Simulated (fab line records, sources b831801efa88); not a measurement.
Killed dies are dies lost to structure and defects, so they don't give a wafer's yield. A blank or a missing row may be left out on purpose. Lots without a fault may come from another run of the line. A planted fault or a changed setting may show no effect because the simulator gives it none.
fab line records | flow gf180mcu | part 1 of 2: steps 1 to 27 of 40
record lots=5 wafers=15 last_day=34
route steps=602 shown DUAL_GATE@147 POLY_GATE@157 HV_LDD@176
lots that met no fault: from a run of the same line without faults
start_h: hours from the record's first day to the start of the lot's first wafer shown | wait_h: hours since the lot's step before | " the same as in the row above | L1.1+2: a row that stands for several wafers | - no value, or no start given | * or withheld: withheld | < > ~ a bound
route shown NAME@n: a module of which the file shows steps, and the number in the route of the first | usual: mean/standard deviation of fault-free wafers | same: alike in all rows | chamber/n: place in a boat | sites: the reading at each site | _std_site: their standard deviation | _edge_site: outer sites' mean less inner sites' | radius_mm: how far each site lies from the wafer's centre | mask NAME#n: copy n | behind: the tool/chamber that last shaped the wafer | hold: why the lot was held/for how many hours/how that ended | device: the transistor (n, p or np) that didn't switch | end of line: the same wafers' tests at the end of the route | a step without rows: its recipe alone | killed: dies lost to structure and defects at the first sort, not the wafer's yield | map: a wafer's dies, x killed, . not, _ none there
set.NAME: the setting as run; set.NAME@STEP: as run at that earlier step | model.NAME: the simulator's own value behind a step, which no gauge read
lots at some steps of the route; a table a step, a row a wafer
services: from which hour (start_h, from the record's first day; less than 0 if before it) a tool's chamber was out of use, for how many hours, and why
## steps
# step GF_DUAL_GATE_COAT_06
# recipe resist=NOVOLAK spin_rpm=3000 resist_thk_nm=1000
# usual dispense_pressure_kPa=51/4.9
# columns lot.wafer tool chamber start_h wait_h dispense_pressure_kPa
L082.1 litho_track-03 0 222.76 0.1 55
L082.2 " 0 " " 55
L082.4 " 0 " " 55
L085.2 litho_track-03 0 245.13 0.1 55
L085.3 " 0 " " 55
L085.6 " 0 " " 55
L087.1 litho_track-04 0 257.59 0.1 46
L087.4 " 0 " " 46
L087.5 " 0 " " 46
L091.2 litho_track-04 0 289.76 0.1 46
L091.3 " 0 " " 46
L091.6 " 0 " " 46
L097.1 litho_track-01 0 328.57 0.1 57
L097.3 " 0 " " 57
L097.4 " 0 " " 57
# step GF_DUAL_GATE_SOFTBAKE_07
# recipe temp_c=90 time_s=60 resist=NOVOLAK
# columns lot.wafer tool chamber start_h wait_h
L082.1+2+4 litho_track-03 0 222.91 0.1
L085.2+3+6 litho_track-03 0 245.28 0.1
L087.1+4+5 litho_track-04 0 257.74 0.1
L091.2+3+6 litho_track-04 0 289.91 0.1
L097.1+3+4 litho_track-01 0 328.72 0.1
# step GF_DUAL_GATE_EXPOSE_08
# recipe mask_id=Dualgate target_cd_nm=700 na=0.6 source_shape=conventional sigma_outer=0.6 dose_mj=140
# same sigma_outer=0.6
# columns lot.wafer tool chamber start_h wait_h mask
L082.1+2+4 iline_stepper-01 0 - - Dualgate#0
L085.2+3+6 iline_stepper-02 0 - - Dualgate#0
L087.1+4+5 iline_stepper-01 0 - - Dualgate#0
L091.2+3+6 iline_stepper-02 0 - - Dualgate#0
L097.1+3+4 iline_stepper-01 0 - - Dualgate#0
# step GF_DUAL_GATE_PEB_09
# recipe temp_c=withheld time_s=* resist=NOVOLAK
# columns lot.wafer tool chamber start_h wait_h
L082.1+2+4 litho_track-03 0 - -
L085.2+3+6 litho_track-04 0 - -
L087.1+4+5 litho_track-04 0 - -
L091.2+3+6 litho_track-01 0 - -
L097.1+3+4 litho_track-04 0 - -
# step GF_DUAL_GATE_DEVELOP_10
# recipe develop_time_s=60 dev_temp_c=23
# columns lot.wafer tool chamber start_h wait_h
L082.1+2+4 litho_track-03 0 231.76 0.1
L085.2+3+6 litho_track-04 0 254.91 0.1
L087.1+4+5 litho_track-04 0 267.09 0.1
L091.2+3+6 litho_track-01 0 299.40 0.1
L097.1+3+4 litho_track-04 0 339.13 0.1
# step GF_DUAL_GATE_OVL_MEAS_11
# usual DUAL_GATE_OVL=0.2/1.5
# columns lot.wafer tool chamber start_h wait_h DUAL_GATE_OVL[nm]
L082.1 overlay-01 - 231.91 0.1 -1.4
L082.2 " - " " -0.8
L082.4 " - " " 1.1
L085.2 overlay-02 - 255.04 0.1 -0.1
L085.3 " - " " -1.8
L085.6 " - " " 0.1
L087.1 overlay-01 - 267.24 0.1 2.0
L087.4 " - " " -0.5
L087.5 " - " " 1.6
L091.2 overlay-02 - 299.55 0.1 1.8
L091.3 " - " " -0.2
L091.6 " - " " 1.8
L097.1 overlay-02 - 339.28 0.1 -1.2
L097.3 " - " " 0.5
L097.4 " - " " -0.8
# step GF_DUAL_GATE_WET_ETCH_12
# recipe chemistry=dHF target_depth_nm=13 dry=n2_spin target=SiO2 temp_c=25 dilution=100:1 time_s=260
# usual bath_heat_duty_pct=6.8/0.89
# columns lot.wafer tool chamber start_h wait_h bath_heat_duty_pct
L082.1 wet_bench-04 2 231.94 0.0 6.6
L082.2 " 2 " " 7.3
L082.4 " 2 " " 6.5
L085.2 wet_bench-04 2 255.07 0.0 6.2
L085.3 " 2 " " 6.5
L085.6 " 2 " " 6.1
L087.1 wet_bench-02 3 267.27 0.0 6.2
L087.4 " 3 " " 6.3
L087.5 " 3 " " 6.5
L091.2 wet_bench-02 0 299.58 0.0 8.1
L091.3 " 0 " " 8.0
L091.6 " 0 " " 6.5
L097.1 wet_bench-01 3 339.32 0.0 6.6
L097.3 " 3 " " 6.5
L097.4 " 3 " " 6.5
# step GF_DUAL_GATE_STRIP_13
# recipe chemistry=O2/N2 power_w=1400 pressure_mtorr=1500 platen_temp_c=250 o2_flow_sccm=3000 n2_flow_sccm=300 overash_fraction=0.5
# usual chamber_pressure_mTorr=1499.9/1.4 drypump_motor_current_A=5.7/0.52 heater_power_w=336/21 n2_flow_sccm=300.0/0.9 oes_product_au=0.716/0.0047 strip_time_to_endpoint_s=12.65/0.033
# columns lot.wafer tool chamber start_h wait_h chamber_pressure_mTorr drypump_motor_current_A heater_power_w n2_flow_sccm oes_product_au rf_hours_counter_h strip_time_to_endpoint_s
L082.1 plasma_asher-01 1 232.03 0.0 1501.0 5.1 331 299.5 0.728 45 12.66
L082.2 " 0 " " 1500.5 5.7 322 300.7 0.718 45 12.67
L082.4 " 0 " " 1501.0 5.7 309 301.7 0.706 - 12.64
L085.2 plasma_asher-02 0 255.16 0.0 1499.9 6.6 343 300.8 0.711 59 12.55
L085.3 " 1 " " 1497.3 5.6 362 297.0 0.717 - 12.59
L085.6 " 0 " " 1502.1 6.6 329 300.4 0.718 - 12.60
L087.1 plasma_asher-02 1 267.36 0.0 1499.4 5.6 372 300.6 0.721 60 12.67
L087.4 " 1 " " 1498.9 5.6 374 301.1 0.719 - 12.66
L087.5 " 1 " " 1499.0 5.6 374 299.7 0.720 - 12.63
L091.2 plasma_asher-01 0 299.66 0.0 1500.0 5.7 317 299.1 0.722 52 12.67
L091.3 " 0 " " 1501.8 5.7 317 299.4 0.713 - 12.66
L091.6 " 1 " " 1499.4 5.1 335 300.7 0.715 - 12.68
L097.1 plasma_asher-03 0 339.40 0.0 1500.5 5.2 327 300.7 0.719 67 12.72
L097.3 " 1 " " 1500.0 6.0 313 299.0 0.715 - 12.70
L097.4 " 0 " " 1500.7 5.2 326 299.3 0.703 - 12.70
# step GF_DUAL_GATE_CLEAN_14
# recipe chemistry=SC1/SC2 mix=1:4:20 temp_c=70 time_s=150 dry=n2_spin
# usual bath_heat_duty_pct=14.0/2
# columns lot.wafer tool chamber start_h wait_h bath_heat_duty_pct
L082.1 wet_bench-01 1 232.13 0.1 11.1
L082.2 " 1 " " 11.7
L082.4 " 1 " " 12.1
L085.2 wet_bench-01 0 255.26 0.1 15.7
L085.3 " 0 " " 16.9
L085.6 " 0 " " 19.1
L087.1 wet_bench-04 0 267.46 0.1 10.7
L087.4 " 0 " " 9.2
L087.5 " 0 " " 10.8
L091.2 wet_bench-04 3 299.76 0.1 13.8
L091.3 " 3 " " 13.8
L091.6 " 3 " " 15.0
L097.1 wet_bench-02 0 339.50 0.1 17.2
L097.3 " 0 " " 16.4
L097.4 " 0 " " 15.9
# step GF_DUAL_GATE_OXIDATION_15
# recipe temp_c=850 ambient=O2 stabilise_s=600 purge_s=300 target_thk_a=70.98 ox_time_s=1995
# same ox_time_s=1995 purge_s=300
# columns lot.wafer tool chamber start_h wait_h
L082.1+2+4 furnace-01 0 232.64 0.4
L085.2+3+6 furnace-02 0 255.31 0.0
L087.1+4+5 furnace-02 0 269.57 2.0
L091.2+3+6 furnace-02 0 299.81 0.0
L097.1+3+4 furnace-01 0 339.55 0.0
# step GF_POLY_GATE_CVD_00
# recipe material=poly-Si target_thk_nm=200 temp_c=620 time_s=1200 pressure_mtorr=200
# columns lot.wafer tool chamber start_h wait_h
L082.1+2+4 lpcvd-01 0 234.19 0.0
L085.2+3+6 lpcvd-01 0 256.86 0.0
L087.1+4+5 lpcvd-01 0 271.12 0.0
L091.2+3+6 lpcvd-01 1 301.37 0.0
L097.1+3+4 lpcvd-01 0 341.10 0.0
# step GF_POLY_GATE_THK_MEAS_01
# recipe reads=poly-Si_of_POLY_GATE_CVD_00
# usual POLY_GATE_CVD_00_THK=199.9/1.6
# columns lot.wafer tool chamber start_h wait_h POLY_GATE_CVD_00_THK[nm]
L082.1 film_metro-01 - 235.52 0.0 200.6
L082.2 " - " " 201.2
L082.4 " - " " 199.9
L085.2 film_metro-01 - 258.87 0.0 200.7
L085.3 " - " " 198.8
L085.6 " - " " 201.1
L087.1 film_metro-01 - 272.45 0.0 202.5
L087.4 " - " " 201.2
L087.5 " - " " 200.0
L091.2 film_metro-02 - 302.71 0.0 201.2
L091.3 " - " " 201.6
L091.6 " - " " 200.1
L097.1 film_metro-02 - 342.44 0.0 197.6
L097.3 " - " " 199.2
L097.4 " - " " 201.5
# step GF_POLY_GATE_DEHYDRATE_02
# recipe temp_c=200 time_s=60
# columns lot.wafer tool chamber start_h wait_h
L082.1+2+4 litho_track-02 0 244.59 9.1
L085.2+3+6 litho_track-01 0 268.05 9.2
L087.1+4+5 litho_track-04 0 281.29 8.8
L091.2+3+6 litho_track-04 0 312.01 9.3
L097.1+3+4 litho_track-02 0 352.44 10.0
# step GF_POLY_GATE_HMDS_03
# recipe prime_time_s=60 prime_temp_c=120
# columns lot.wafer tool chamber start_h wait_h
L082.1+2+4 litho_track-02 0 244.74 0.1
L085.2+3+6 litho_track-01 0 268.20 0.1
L087.1+4+5 litho_track-04 0 281.44 0.1
L091.2+3+6 litho_track-04 0 312.16 0.1
L097.1+3+4 litho_track-02 0 352.59 0.1
# step GF_POLY_GATE_COAT_04
# recipe resist=BARC temp_c=withheld time_s=withheld spin_rpm=withheld resist_thk_nm=withheld
# usual dispense_pressure_kPa=51/5
# columns lot.wafer tool chamber start_h wait_h dispense_pressure_kPa
L082.1 litho_track-02 0 244.89 0.1 50
L082.2 " 0 " " 50
L082.4 " 0 " " 50
L085.2 litho_track-01 0 268.35 0.1 57
L085.3 " 0 " " 57
L085.6 " 0 " " 57
L087.1 litho_track-04 0 281.59 0.1 46
L087.4 " 0 " " 46
L087.5 " 0 " " 46
L091.2 litho_track-04 0 312.31 0.1 46
L091.3 " 0 " " 46
L091.6 " 0 " " 46
L097.1 litho_track-02 0 352.74 0.1 50
L097.3 " 0 " " 50
L097.4 " 0 " " 50
# step GF_POLY_GATE_COAT_05
# recipe resist=KrF spin_rpm=withheld resist_thk_nm=700
# usual dispense_pressure_kPa=51/5
# columns lot.wafer tool chamber start_h wait_h dispense_pressure_kPa
L082.1 litho_track-02 0 - - 50
L082.2 " 0 " " 50
L082.4 " 0 " " 50
L085.2 litho_track-01 0 - - 57
L085.3 " 0 " " 57
L085.6 " 0 " " 57
L087.1 litho_track-04 0 - - 46
L087.4 " 0 " " 46
L087.5 " 0 " " 46
L091.2 litho_track-04 0 - - 46
L091.3 " 0 " " 46
L091.6 " 0 " " 46
L097.1 litho_track-02 0 - - 50
L097.3 " 0 " " 50
L097.4 " 0 " " 50
# step GF_POLY_GATE_SOFTBAKE_06
# recipe temp_c=130 time_s=60 resist=KrF
# columns lot.wafer tool chamber start_h wait_h
L082.1+2+4 litho_track-02 0 - -
L085.2+3+6 litho_track-01 0 - -
L087.1+4+5 litho_track-04 0 - -
L091.2+3+6 litho_track-04 0 - -
L097.1+3+4 litho_track-02 0 - -
# step GF_POLY_GATE_EXPOSE_07
# recipe mask_id=Poly2 target_cd_nm=280 na=0.68 source_shape=conventional sigma_outer=0.6 dose_mj=28
# same sigma_outer=0.6
# columns lot.wafer tool chamber start_h wait_h mask
L082.1+2+4 krf_scanner-01 0 - - Poly2#0
L085.2+3+6 krf_scanner-01 0 - - Poly2#0
L087.1+4+5 krf_scanner-01 0 - - Poly2#0
L091.2+3+6 krf_scanner-01 0 - - Poly2#0
L097.1+3+4 krf_scanner-02 0 - - Poly2#0
# step GF_POLY_GATE_PEB_08
# recipe peb_temp_c=135 peb_time_s=90 resist=KrF
# columns lot.wafer tool chamber start_h wait_h
L082.1+2+4 litho_track-01 0 - -
L085.2+3+6 litho_track-04 0 - -
L087.1+4+5 litho_track-02 0 - -
L091.2+3+6 litho_track-04 0 - -
L097.1+3+4 litho_track-01 0 - -
# step GF_POLY_GATE_DEVELOP_09
# recipe develop_time_s=60 resist=KrF dev_temp_c=21
# columns lot.wafer tool chamber start_h wait_h
L082.1+2+4 litho_track-01 0 254.97 0.2
L085.2+3+6 litho_track-04 0 278.11 0.2
L087.1+4+5 litho_track-02 0 291.44 0.2
L091.2+3+6 litho_track-04 0 323.01 0.2
L097.1+3+4 litho_track-01 0 364.02 0.2
# step GF_POLY_GATE_CD_MEAS_10
# recipe target_cd_nm=280
# usual cd_nm=280.1/1.2
# columns lot.wafer tool chamber start_h wait_h cd_nm
L082.1 cd_sem-02 - 255.12 0.1 281.0
L082.2 " - " " 281.7
L082.4 " - " " 282.4
L085.2 cd_sem-02 - 278.26 0.1 279.4
L085.3 " - " " 279.6
L085.6 " - " " 279.8
L087.1 cd_sem-01 - 291.59 0.1 280.7
L087.4 " - " " 279.4
L087.5 " - " " 278.9
L091.2 cd_sem-01 - 323.15 0.1 279.8
L091.3 " - " " 278.7
L091.6 " - " " 279.0
L097.1 cd_sem-02 - 364.17 0.1 281.0
L097.3 " - " " 280.5
L097.4 " - " " 281.1
# step GF_POLY_GATE_OVL_MEAS_11
# usual POLY_GATE_OVL=1/5.8
# columns lot.wafer tool chamber start_h wait_h POLY_GATE_OVL[nm]
L082.1 overlay-01 - 255.24 0.1 7
L082.2 " - " " 3
L082.4 " - " " 7
L085.2 overlay-01 - 278.36 0.1 5
L085.3 " - " " 0
L085.6 " - " " 2
L087.1 overlay-01 - 291.71 0.1 -9
L087.4 " - " " -6
L087.5 " - " " 2
L091.2 overlay-01 - 323.26 0.1 -3
L091.3 " - " " -8
L091.6 " - " " -7
L097.1 overlay-01 - 364.29 0.1 -1
L097.3 " - " " 12
L097.4 " - " " -3
# step GF_POLY_GATE_ETCH_12
# recipe chemistry=N2/H2 target_depth_a=withheld overetch_a=withheld time_s=withheld target=BARC ion_energy_ev=200 source_w=500 bias_w=100 pressure_mtorr=30 n2_flow_sccm=100 h2_flow_sccm=200
# usual bias_w=100.0/0.32 chamber_pressure_mTorr=30.000/0.028 drypump_motor_current_A=5.4/0.45 h2_flow_sccm=200.0/0.7 n2_flow_sccm=100.0/0.3 oes_product_au=0.736/0.0047 throttle_valve_pct=13.214/0.0089
# columns lot.wafer tool chamber start_h wait_h bias_w chamber_pressure_mTorr drypump_motor_current_A h2_flow_sccm n2_flow_sccm oes_product_au throttle_valve_pct
L082.1 rie_diel-01 2 255.28 0.0 100.7 29.985 5.1 199.9 99.7 0.733 13.205
L082.2 " 3 " " 100.0 30.008 5.3 200.0 100.2 0.731 13.212
L082.4 " 2 " " 100.3 30.061 5.1 200.6 100.4 0.731 13.211
L085.2 rie_diel-04 1 278.39 0.0 100.5 30.057 5.7 200.2 100.3 0.748 13.230
L085.3 " 0 " " 99.7 30.016 4.8 200.4 99.7 0.744 13.215
L085.6 " 3 " " 99.5 30.017 5.3 199.4 100.0 0.741 13.223
L087.1 rie_diel-01 0 291.75 0.0 100.7 29.952 5.5 199.5 99.9 0.738 13.232
L087.4 " 2 " " 100.3 30.015 5.1 201.2 100.2 0.734 13.214
L087.5 " 2 " " 100.2 29.991 5.1 199.9 100.0 0.747 13.208
L091.2 rie_diel-02 0 323.29 0.0 100.5 29.984 6.0 200.6 99.9 0.733 13.212
L091.3 " 1 " " 100.0 29.971 5.3 200.0 100.0 0.735 13.219
L091.6 " 2 " " 100.2 29.984 6.5 199.6 100.2 0.738 13.224
L097.1 rie_diel-01 3 364.33 0.0 99.7 30.017 5.3 199.8 100.2 0.733 13.198
L097.3 " 0 " " 99.7 30.021 5.5 201.2 99.5 0.737 13.208
L097.4 " 2 " " 99.9 29.961 5.1 200.1 100.5 0.733 13.211
# step GF_POLY_GATE_ETCH_13
# recipe target=poly-Si target_depth_nm=198.5 stop_on=SiO2 over_etch_frac=0.403 chemistry=HBr/Cl2 icp_w=400 bias_w=100 pressure_mtorr=10 HBr_flow_sccm=150 Cl2_flow_sccm=50 time_s=69.6
# usual bias_w=100.0/0.31 chamber_pressure_mTorr=9.999/0.01 drypump_motor_current_A=5.6/0.39 oes_product_au=0.990/0.0091 throttle_valve_pct=33.684/0.0093
# columns lot.wafer tool chamber start_h wait_h bias_w chamber_pressure_mTorr drypump_motor_current_A oes_product_au rf_hours_counter_h throttle_valve_pct
L082.1 rie_si-02 3 255.33 - 99.8 9.991 6.2 0.997 1 33.677
L082.2 " 0 " " 100.6 10.001 6.0 0.992 2 33.672
L082.4 " 1 " " 99.8 9.985 5.2 0.987 99 33.689
L085.2 rie_si-02 1 278.44 - 100.1 10.012 5.2 0.986 100 33.707
L085.3 " 2 " " 100.4 9.989 5.2 0.982 88 33.689
L085.6 " 1 " " 100.1 9.999 5.2 0.997 - 33.676
L087.1 rie_si-02 3 291.80 - 99.9 10.009 6.3 0.997 2 33.676
L087.4 " 2 " " 99.8 10.015 5.2 0.995 88 33.674
L087.5 " 0 " " 99.9 9.992 6.0 0.985 - 33.682
L091.2 rie_si-02 0 323.34 - 100.4 9.991 6.0 0.990 2 33.675
L091.3 " 3 " " 99.9 10.014 6.3 1.002 2 33.684
L091.6 " 3 " " 100.3 9.994 6.2 1.001 - 33.693
L097.1 rie_si-02 3 364.38 - 100.0 9.987 6.3 0.995 2 33.700
L097.3 " 0 " " 100.4 9.990 6.0 0.979 3 33.678
L097.4 " 3 " " 100.2 9.998 6.3 0.994 - 33.681
# step GF_POLY_GATE_STRIP_14
# recipe chemistry=O2/N2 power_w=1400 pressure_mtorr=1500 platen_temp_c=250 o2_flow_sccm=3000 n2_flow_sccm=300 overash_fraction=0.5
# usual chamber_pressure_mTorr=1500.0/1.5 drypump_motor_current_A=5.7/0.47 heater_power_w=335/22 n2_flow_sccm=299.9/0.87 oes_product_au=0.505/0.0045
# columns lot.wafer tool chamber start_h wait_h chamber_pressure_mTorr drypump_motor_current_A heater_power_w n2_flow_sccm oes_product_au rf_hours_counter_h
L082.1 plasma_asher-04 0 255.39 0.0 1500.6 5.7 323 300.7 0.502 14
L082.2 " 1 " " 1500.6 5.4 352 301.3 0.498 14
L082.4 " 1 " " 1500.3 5.3 349 301.0 0.500 -
L085.2 plasma_asher-03 1 278.50 0.0 1499.3 6.0 323 299.9 0.517 61
L085.3 " 0 " " 1502.2 5.2 328 300.9 0.506 -
L085.6 " 0 " " 1500.5 5.2 327 300.6 0.512 -
L087.1 plasma_asher-03 1 291.86 0.0 1501.7 6.0 310 299.6 0.506 62
L087.4 " 1 " " 1501.6 6.0 312 301.7 0.507 -
L087.5 " 0 " " 1498.1 5.2 322 298.9 0.508 -
L091.2 plasma_asher-02 1 323.40 0.0 1499.8 5.6 371 300.3 0.512 66
L091.3 " 0 " " 1497.6 6.6 333 301.0 0.501 -
L091.6 " 1 " " 1501.0 5.6 381 300.3 0.506 -
L097.1 plasma_asher-04 1 364.43 0.0 1500.0 5.4 342 299.7 0.502 24
L097.3 " 0 " " 1499.4 5.6 336 298.9 0.500 -
L097.4 " 1 " " 1500.3 5.4 347 299.3 0.506 -
# step GF_POLY_GATE_CLEAN_15
# recipe chemistry=SC1/SC2 mix=1:4:20 temp_c=70 time_s=150 dry=n2_spin
# usual bath_heat_duty_pct=13.5/1.3
# columns lot.wafer tool chamber start_h wait_h bath_heat_duty_pct
L082.1 wet_bench-02 2 255.49 0.1 14.8
L082.2 " 2 " " 15.6
L082.4 " 2 " " 15.2
L085.2 wet_bench-02 0 278.60 0.1 15.3
L085.3 " 0 " " 15.7
L085.6 " 0 " " 15.0
L087.1 wet_bench-03 1 291.96 0.1 11.4
L087.4 " 1 " " 12.5
L087.5 " 1 " " 13.4
L091.2 wet_bench-03 0 323.50 0.1 12.0
L091.3 " 0 " " 11.1
L091.6 " 0 " " 12.7
L097.1 wet_bench-03 0 364.53 0.1 12.9
L097.3 " 0 " " 13.7
L097.4 " 0 " " 11.7
# step GF_POLY_GATE_OXIDATION_16
# recipe temp_c=850 ambient=O2 stabilise_s=600 purge_s=300 target_thk_a=40 ox_time_s=899
# same ox_time_s=899 purge_s=300
# columns lot.wafer tool chamber start_h wait_h
L082.1+2+4 furnace-01 0 256.51 1.0
L085.2+3+6 furnace-02 0 283.62 5.0
L087.1+4+5 furnace-02 0 292.01 0.0
L091.2+3+6 furnace-01 0 323.55 0.0
L097.1+3+4 furnace-02 0 364.58 0.0
